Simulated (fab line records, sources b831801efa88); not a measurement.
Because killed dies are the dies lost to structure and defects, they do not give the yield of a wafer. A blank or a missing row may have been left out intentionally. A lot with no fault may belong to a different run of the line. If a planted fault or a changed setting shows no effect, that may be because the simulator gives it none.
A struck lot beside a sound one :: flow sky130 :: 15 steps out of a route of 708
Sound: the wafers L814.2, L814.3, L814.5. Struck: wafer L820.2 (left out: L820.4, L820.6 of the same lot, which were not struck); the cause appears at the end.
Order at every step that has rows: each side's tool, ch and its chambers, its first start. Under that, the readings that differ: sound wafers :: struck wafers :: difference of the means :: sigmas: that difference in standard deviations of wafers without a fault.
alike: readings whose means differ by less than 2 such deviations, and words and numbers that are the same on both sides. not compared: withheld readings, readings that some wafer has no value for, bounds like >300 that may hide the same value, and numbers for which the record gives no deviation and whose values overlap.
A row with sigmas, a row that says differs or no value, or rows on one side alone: a step with any of these is where the two part. Numbers that have no deviation but don't overlap get no sigmas and don't part them. A reading that every wafer of one side lacks parts them only if that side has two wafers or more.

first, 8 steps without rows for these wafers: SKY_METAL4_DEHYDRATE_05 (time 60 s); SKY_METAL4_HMDS_06 (prime time 60 s); SKY_METAL4_COAT_07 (resist thk 60 nm); SKY_METAL4_COAT_08 (resist thk 1140 nm); SKY_METAL4_SOFTBAKE_09 (time 90 s); SKY_METAL4_EXPOSE_10 (exposes mask MM4, target cd 300 nm); SKY_METAL4_PEB_11; SKY_METAL4_DEVELOP_12 (develop time 60 s).
SKY_METAL4_CD_MEAS_13: target cd 300 nm.
  struck on cd_sem-02, day 46 06:25; sound on cd_sem-01, day 44 15:48
reading: cd_nm (nm)
sound: 297.8 297.4 297.5
struck: 300.8
difference: +3.2
sigmas: +2
SKY_METAL4_OVL_MEAS_14:
  struck on overlay-01, day 46 06:32; sound on overlay-02, day 44 15:55
  alike: METAL4_OVL
SKY_METAL4_DESCUM_15: chemistry O2, time 8 s.
  sound on rie_metal-04 ch 1, day 44 15:56; struck on rie_metal-02 ch 1, day 46 06:34
reading: drypump_motor_current_A (A)
sound: 5.8 5.8 5.8
struck: 4.9
difference: -0.9
sigmas: -2
  alike: oes_product_au
  not compared: rf_hours_counter_h
SKY_METAL4_ETCH_16: etches BARC in N2/H2, stops on SiO2, time 88.2 s, target depth 60 nm.
  sound on rie_metal-04 ch 1, day 44 15:58; struck on rie_metal-02 ch 1, day 46 06:35
reading: drypump_motor_current_A (A)
sound: 5.8 5.8 5.8
struck: 4.9
difference: -0.9
sigmas: -2
  alike: bias_w, oes_product_au, throttle_valve_pct
  not compared: rf_hours_counter_h
SKY_METAL4_ETCH_17: etches SiO2 in C4F8/O2/Ar, stops on TiN, time 3.9 s, target depth 15 nm.
  sound on rie_diel-02 ch 2,3, day 44 16:04; struck on rie_diel-02 ch 1, day 46 06:41
reading: bias_w (W)
sound: 1202 1200 1203
struck: 1229
difference: +27
sigmas: +8
  alike: oes_product_au
  not compared: rf_hours_counter_h
SKY_METAL4_METAL_ETCH_18: etches the open film in Cl2/BCl3, stops on SiO2, target depth 845 nm, time 183.1 s.
  sound on rie_metal-02 ch 0,1, day 44 16:05; struck on rie_metal-03 ch 1, day 46 06:46
reading: bias_w (W)
sound: 48.56 48.15 48.22
struck: 48.63
difference: +0.32
sigmas: +2
  alike: drypump_motor_current_A, oes_product_au, throttle_valve_pct
  not compared: rf_hours_counter_h
-- the record jumps here: 3 days lie between the struck wafers' starts before and after (it left off in module METAL4 and takes up again in module PAD_OPEN, whose first step shown is number 708 of the route) --
SKY_PAD_OPEN_PROBE_99:
  struck on prober-02, day 49 17:06; sound on prober-02, day 48 08:49
reading: killed_at_M0_to_M3
sound: 39 48 41
struck: 58
difference: +15
sigmas: +2

reading: sort_bin_3_pad_short (%)
sound: 0.6 0.8 0.8
struck: 2.0
difference: +1.3
sigmas: +3
  alike: defect_limited_yield, killed_at_M4_up, killed_at_contacts, killed_at_front_end, killed_at_other, killed_dies, killed_open, killed_short, sort_bin_5_function, sort_bin_6_memory, sort_n_pass, sort_yield_pct

## WHERE THEY PART
First at SKY_METAL4_CD_MEAS_13; last, within this record, at SKY_PAD_OPEN_PROBE_99.

WHY: what the simulator had put in
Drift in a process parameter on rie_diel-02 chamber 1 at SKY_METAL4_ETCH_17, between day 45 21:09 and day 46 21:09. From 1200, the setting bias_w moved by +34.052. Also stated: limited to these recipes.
